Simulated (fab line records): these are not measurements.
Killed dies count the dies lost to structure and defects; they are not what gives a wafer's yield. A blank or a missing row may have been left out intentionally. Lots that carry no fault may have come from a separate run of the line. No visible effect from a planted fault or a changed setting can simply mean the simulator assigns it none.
fab line records    flow sky130
record: lots: 12  wafers: 36  last-day: 50
route steps=708 shown LOCAL_INTERCONNECT@398 METAL1@434 VIA1@465 PAD_OPEN@708
lots with no fault: from the same line, run without faults
start-h: the number of hours between the record's first day and the start of the first shown wafer of the lot    wait-h: hours elapsed since this lot's preceding step    " unchanged from the row above    L1.1+2: a row that stands for several wafers    - no value, or no start was given    * or withheld: withheld    < > ~ a bound
route shown NAME@n: a module of which the file shows steps, and the number in the route of the first    usual: the fault-free wafers' mean and standard deviation    same: alike in all rows    chamber/n: place in a boat    sites: each site's reading    _std_site: their standard deviation    _edge_site: inner sites' mean taken away from outer sites' mean    radius-mm: for every site, how far away it sits from the centre of the wafer    mask NAME#n: copy n    behind: the tool/chamber that last shaped the wafer    hold: reason for holding the lot/hours on hold/outcome of the hold    device: the n, p or np transistor that did not switch    end of line: the route-end tests of the same wafers    step lacking rows: just its recipe    killed: dies that structure and defects cost at the first sort, which is not the same as the wafer's yield    map: shows each die of a wafer: x if killed, . if not, _ if none is there
set.NAME: the setting the step ran with; set.NAME@STEP: the setting that earlier step ran with    model.NAME: the simulator's own value behind a step, which no gauge read
steps of the route over a sample of lots; a table a step, a row a wafer
services: from which hour (start-h, from the record's first day; less than 0 if before it) a tool's chamber was out of use, for how many hours, and why
== steps ==
step: SKY_LOCAL_INTERCONNECT_CD_MEAS_11
recipe: target-cd-nm: 170
usual: cd-nm: 169.9/1.3
lot.wafer  tool       chamber  start-h  wait-h  cd-nm
L257.3     cd-sem-02  -        711.93   -       168.5
L257.4     "          -        "        "       170.8
L257.6     "          -        "        "       170.8
L259.3     cd-sem-01  -        724.02   -       170.8
L259.4     "          -        "        "       170.1
L259.6     "          -        "        "       170.3
L260.1     cd-sem-01  -        726.64   -       170.8
L260.4     "          -        "        "       170.8
L260.5     "          -        "        "       169.7
L258.1     cd-sem-01  -        728.48   -       169.3
L258.2     "          -        "        "       170.9
L258.4     "          -        "        "       169.8
L261.2     cd-sem-01  -        729.50   -       172.1
L261.5     "          -        "        "       172.9
L261.6     "          -        "        "       170.6
L264.1     cd-sem-01  -        759.28   -       168.2
L264.3     "          -        "        "       168.8
L264.5     "          -        "        "       168.7
L271.1     cd-sem-02  -        800.44   -       169.2
L271.4     "          -        "        "       168.6
L271.6     "          -        "        "       168.4
L272.1     cd-sem-02  -        816.37   -       168.9
L272.5     "          -        "        "       172.1
L272.6     "          -        "        "       169.3
L273.1     cd-sem-01  -        820.58   -       170.0
L273.3     "          -        "        "       170.0
L273.6     "          -        "        "       169.9
L274.3     cd-sem-02  -        831.28   -       167.7
L274.4     "          -        "        "       168.4
L274.6     "          -        "        "       170.2
L278.1     cd-sem-01  -        876.63   -       171.5
L278.4     "          -        "        "       170.9
L278.6     "          -        "        "       168.6
L280.3     cd-sem-02  -        879.28   -       169.9
L280.5     "          -        "        "       170.0
L280.6     "          -        "        "       170.3
step: SKY_METAL1_SPUTTER_00
recipe: material: Ti  target-thk-nm: 15  power-w: 3000  time-s: 10  chamber-pressure-pa: 0.4
usual: throttle-valve-pct: 30.0/1
lot.wafer  tool            chamber  start-h  wait-h  throttle-valve-pct
L257.3     pvd-sputter-02  -        741.36   0.1     29.2
L257.4     "               -        "        "       31.5
L257.6     "               -        "        "       29.0
L259.3     pvd-sputter-03  -        754.27   0.1     28.6
L259.4     "               -        "        "       31.3
L259.6     "               -        "        "       31.5
L260.1     pvd-sputter-03  -        756.47   0.2     30.9
L260.4     "               -        "        "       30.9
L260.5     "               -        "        "       31.1
L258.1     pvd-sputter-04  -        759.02   0.1     30.7
L258.2     "               -        "        "       30.7
L258.4     "               -        "        "       29.4
L261.2     pvd-sputter-02  -        760.17   0.1     29.1
L261.5     "               -        "        "       28.8
L261.6     "               -        "        "       31.6
L264.1     pvd-sputter-04  -        789.13   0.2     29.5
L264.3     "               -        "        "       30.9
L264.5     "               -        "        "       31.0
L271.1     pvd-sputter-03  -        829.52   0.2     30.7
L271.4     "               -        "        "       29.3
L271.6     "               -        "        "       28.6
L272.1     pvd-sputter-03  -        846.01   0.2     30.8
L272.5     "               -        "        "       29.5
L272.6     "               -        "        "       28.7
L273.1     pvd-sputter-03  -        849.29   0.1     28.6
L273.3     "               -        "        "       30.9
L273.6     "               -        "        "       30.9
L274.3     pvd-sputter-04  -        859.30   0.1     30.8
L274.4     "               -        "        "       29.5
L274.6     "               -        "        "       31.0
L278.1     pvd-sputter-02  -        904.43   0.2     29.3
L278.4     "               -        "        "       31.5
L278.6     "               -        "        "       29.4
L280.3     pvd-sputter-02  -        907.40   0.1     31.3
L280.5     "               -        "        "       29.0
L280.6     "               -        "        "       29.3
step: SKY_METAL1_SPUTTER_03
recipe: material: Ti  target-thk-nm: 5  power-w: 3000  time-s: 3.3  chamber-pressure-pa: 0.4
usual: throttle-valve-pct: 30.0/1.1
lot.wafer  tool            chamber  start-h  wait-h  throttle-valve-pct
L257.3     pvd-sputter-02  -        741.44   0.0     29.0
L257.4     "               -        "        "       31.7
L257.6     "               -        "        "       28.9
L259.3     pvd-sputter-03  -        754.34   0.0     28.6
L259.4     "               -        "        "       31.2
L259.6     "               -        "        "       31.2
L260.1     pvd-sputter-03  -        756.54   0.0     30.7
L260.4     "               -        "        "       30.6
L260.5     "               -        "        "       31.2
L258.1     pvd-sputter-04  -        759.09   0.0     30.9
L258.2     "               -        "        "       30.6
L258.4     "               -        "        "       29.4
L261.2     pvd-sputter-02  -        760.24   0.0     28.7
L261.5     "               -        "        "       28.7
L261.6     "               -        "        "       31.9
L264.1     pvd-sputter-04  -        789.20   0.0     29.4
L264.3     "               -        "        "       31.2
L264.5     "               -        "        "       30.9
L271.1     pvd-sputter-03  -        829.59   0.0     31.2
L271.4     "               -        "        "       29.3
L271.6     "               -        "        "       28.5
L272.1     pvd-sputter-03  -        846.09   0.0     30.7
L272.5     "               -        "        "       29.2
L272.6     "               -        "        "       28.9
L273.1     pvd-sputter-03  -        849.36   0.0     28.9
L273.3     "               -        "        "       31.0
L273.6     "               -        "        "       30.8
L274.3     pvd-sputter-04  -        859.38   0.0     31.2
L274.4     "               -        "        "       29.4
L274.6     "               -        "        "       31.1
L278.1     pvd-sputter-02  -        904.50   0.0     29.3
L278.4     "               -        "        "       31.6
L278.6     "               -        "        "       29.3
L280.3     pvd-sputter-02  -        907.47   0.0     31.5
L280.5     "               -        "        "       28.7
L280.6     "               -        "        "       29.2
step: SKY_VIA1_COAT_07
recipe: resist: KrF-thick  spin-rpm: 3000  resist-thk-nm: 450
lot.wafer   tool            chamber  start-h  wait-h
L257.3+4+6  litho-track-02  0        782      -
L259.3+4+6  litho-track-01  0        795      -
L260.1+4+5  litho-track-01  0        796      -
L258.1+2+4  litho-track-02  0        799      -
L261.2+5+6  litho-track-02  0        801      -
L264.1+3+5  litho-track-02  0        829      -
L271.1+4+6  litho-track-02  0        870      -
L272.1+5+6  litho-track-01  0        885      -
L273.1+3+6  litho-track-01  0        888      -
L274.3+4+6  litho-track-03  0        899      -
L278.1+4+6  litho-track-02  0        942      -
L280.3+5+6  litho-track-01  0        945      -
step: SKY_VIA1_STRIP_16
recipe: chemistry: O2/N2  power-w: 1400  pressure-mtorr: 1500  platen-temp-c: withheld  o2-flow-sccm: 3000  n2-flow-sccm: 300  overash-fraction: 0.5
usual: drypump-motor-current-A: 5.7/0.35  oes-product-au: 0.416/0.0045  strip-time-to-endpoint-s: 4.455/0.017
lot.wafer  tool             chamber  start-h  wait-h  drypump-motor-current-A  oes-product-au  rf-hours-counter-h  strip-time-to-endpoint-s
L257.3     plasma-asher-03  1        796.20   0.1     5.2                      0.414           -                   4.437
L257.4     "                0        "        "       6.2                      0.423           -                   4.458
L257.6     "                1        "        "       5.2                      0.413           -                   4.472
L259.3     plasma-asher-03  0        809.86   0.1     6.2                      0.407           -                   4.429
L259.4     "                1        "        "       5.2                      0.418           -                   4.459
L259.6     "                1        "        "       5.2                      0.414           -                   4.467
L260.1     plasma-asher-03  1        810.67   0.0     5.2                      0.411           103                 4.457
L260.4     "                0        "        "       6.2                      0.414           -                   4.456
L260.5     "                1        "        "       5.2                      0.410           -                   4.466
L258.1     plasma-asher-03  0        813.68   0.0     6.2                      0.418           104                 4.474
L258.2     "                1        "        "       5.2                      0.421           104                 4.466
L258.4     "                1        "        "       5.1                      0.419           -                   4.468
L261.2     plasma-asher-04  0        815.03   0.0     5.7                      0.420           38                  4.456
L261.5     "                1        "        "       5.7                      0.418           -                   4.453
L261.6     "                0        "        "       5.7                      0.408           -                   4.460
L264.1     plasma-asher-03  0        842.92   0.0     6.2                      0.416           107                 4.451
L264.3     "                0        "        "       6.2                      0.412           -                   4.329
L264.5     "                1        "        "       5.2                      0.415           -                   4.455
L271.1     plasma-asher-01  0        882.72   0.0     5.7                      0.418           14                  4.459
L271.4     "                1        "        "       5.9                      0.406           -                   4.324
L271.6     "                0        "        "       5.7                      0.417           -                   4.441
L272.1     plasma-asher-03  1        899.78   0.0     5.2                      0.424           112                 4.434
L272.5     "                0        "        "       6.2                      0.413           -                   4.473
L272.6     "                1        "        "       5.2                      0.421           -                   4.474
L273.1     plasma-asher-04  0        902.13   0.0     5.7                      0.420           47                  4.476
L273.3     "                1        "        "       5.7                      0.412           -                   4.478
L273.6     "                0        "        "       5.7                      0.418           -                   4.465
L274.3     plasma-asher-04  1        911.62   0.1     5.7                      0.412           -                   4.485
L274.4     "                0        "        "       5.7                      0.414           -                   4.443
L274.6     "                0        "        "       5.7                      0.417           -                   4.478
L278.1     plasma-asher-03  1        955.22   0.0     5.2                      0.415           118                 4.426
L278.4     "                0        "        "       6.2                      0.412           -                   4.443
L278.6     "                0        "        "       6.2                      0.420           -                   4.437
L280.3     plasma-asher-04  0        958.36   0.1     5.7                      0.420           -                   4.485
L280.5     "                0        "        "       5.7                      0.422           -                   4.466
L280.6     "                1        "        "       5.7                      0.416           -                   4.469
step: SKY_PAD_OPEN_PROBE_99
usual: defect-limited-yield: 82.5/1.9  killed_at_M0_to_M3: 44/7.2  killed_at_M4_up: 3.1/1.7  killed-at-contacts: 25/5.1  killed-at-front-end: 14/4.6  killed-at-other: 0.3/0.59  killed-dies: 86/9.6  killed-open: 47/7.4  killed-short: 39/6  sort_bin_3_pad_short: 0.8/0.4  sort_bin_5_function: 10.4/1.5  sort_bin_6_memory: 6.2/1.1  sort-n-pass: 406/9.6  sort-yield-pct: 82.5/1.9
same: gross-dies: 492  killed-at-back-side: 0  sort_bin_4_leakage[%]: 0  sort_bin_8_speed[%]: 0
lot.wafer  tool       chamber  start-h  wait-h  defect-limited-yield[%]  killed_at_M0_to_M3  killed_at_M4_up  killed-at-contacts  killed-at-front-end  killed-at-other  killed-dies  killed-open  killed-short  sort_bin_3_pad_short[%]  sort_bin_5_function[%]  sort_bin_6_memory[%]  sort-n-pass  sort-yield-pct[%]
L271.1     prober-02  -        1143.56  0.1     81.1                     62                  4                16                  11                   0                93           52           41            0.8                      12.6                    5.5                   399          81.1
L271.4     prober-02  -        1143.71  0.2     81.5                     54                  1                19                  17                   0                91           55           36            2.2                      11.0                    5.3                   401          81.5
L271.6     prober-02  -        1143.81  0.2     83.1                     35                  3                31                  14                   0                83           47           36            1.2                      7.7                     7.9                   409          83.1
killed by level:class
L271.1 VIA1:geometric-particle:open=12 CONTACT:geometric-particle:open=12 VIA3:geometric-particle:open=9 METAL2:geometric-particle:short=8 VIA2:geometric-particle:open=8 VIA1:geometric-particle:short=6 VIA2:geometric-particle:short=5 METAL1:geometric-particle:short=4
L271.4 VIA1:geometric-particle:open=14 CONTACT:geometric-particle:open=11 VIA2:geometric-particle:open=8 METAL1:geometric-particle:short=7 VIA1:geometric-particle:short=6 SPACER:geometric-particle:open=5 POLY_GATE:geometric-particle:short=4 VIA2:geometric-particle:short=4
L271.6 CONTACT:geometric-particle:open=17 METAL2:geometric-particle:short=7 VIA3:geometric-particle:open=7 VIA1:geometric-particle:open=6 FIELD_ISO:geometric-particle:open=5 CONTACT:geometric-particle:short=5 VIA3:geometric-particle:short=5 LI_CONTACT:geometric-particle:open=4
== services ==
tool             chamber  start-h  hours  kind
plasma-asher-01  -        733.75   9.0    pm
plasma-asher-01  0        733.75   9.0    vent-cycle
plasma-asher-01  1        733.75   9.0    vent-cycle
pvd-sputter-04   3        735.86   -      consumable-replace:kit
pvd-sputter-04   3        735.86   18.0   scheduled-down
pvd-sputter-04   3        735.86   18.0   vent-cycle
plasma-asher-04  -        740.30   0.8    repair
plasma-asher-01  0        742.75   -      clean
plasma-asher-01  1        742.75   -      clean
pvd-sputter-03   1        754.41   -      consumable-replace:kit
pvd-sputter-03   1        754.41   18.0   scheduled-down
pvd-sputter-03   1        754.41   18.0   vent-cycle
plasma-asher-04  -        860.75   1.0    repair
pvd-sputter-03   -        862.52   24.1   repair
pvd-sputter-02   3        870.05   -      consumable-replace:kit
pvd-sputter-02   3        870.05   18.0   scheduled-down
pvd-sputter-02   3        870.05   18.0   vent-cycle
pvd-sputter-02   -        911.20   1.0    repair
pvd-sputter-03   0        935.57   -      consumable-replace:kit
pvd-sputter-03   0        935.57   18.0   scheduled-down
pvd-sputter-03   0        935.57   18.0   vent-cycle
pvd-sputter-03   -        937.20   3.6    repair
== key ==
first-sign: step: SKY_VIA1_STRIP_16  reading: strip-time-to-endpoint-s  direction: down  sigmas: 7.5  usual: *  struck: *
effect none on later readings
met-at SKY_VIA1_COAT_07
struck-lots L264,L271
struck-wafers L264.3,L271.4
not-acting-at SKY_LOCAL_INTERCONNECT_CD_MEAS_11,SKY_METAL1_SPUTTER_00,SKY_METAL1_SPUTTER_03
onset-between 801 829
fault: kind: process-parameter-drift  tool: litho-track-02  chamber: -  onset-h: 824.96  steps: SKY_VIA1_COAT_07  channel: resist-thk-nm  offset: -12.983  shape: step  end-h: 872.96  scope: struck-wafers-only  acts-in: these-recipes-only  stated: 450
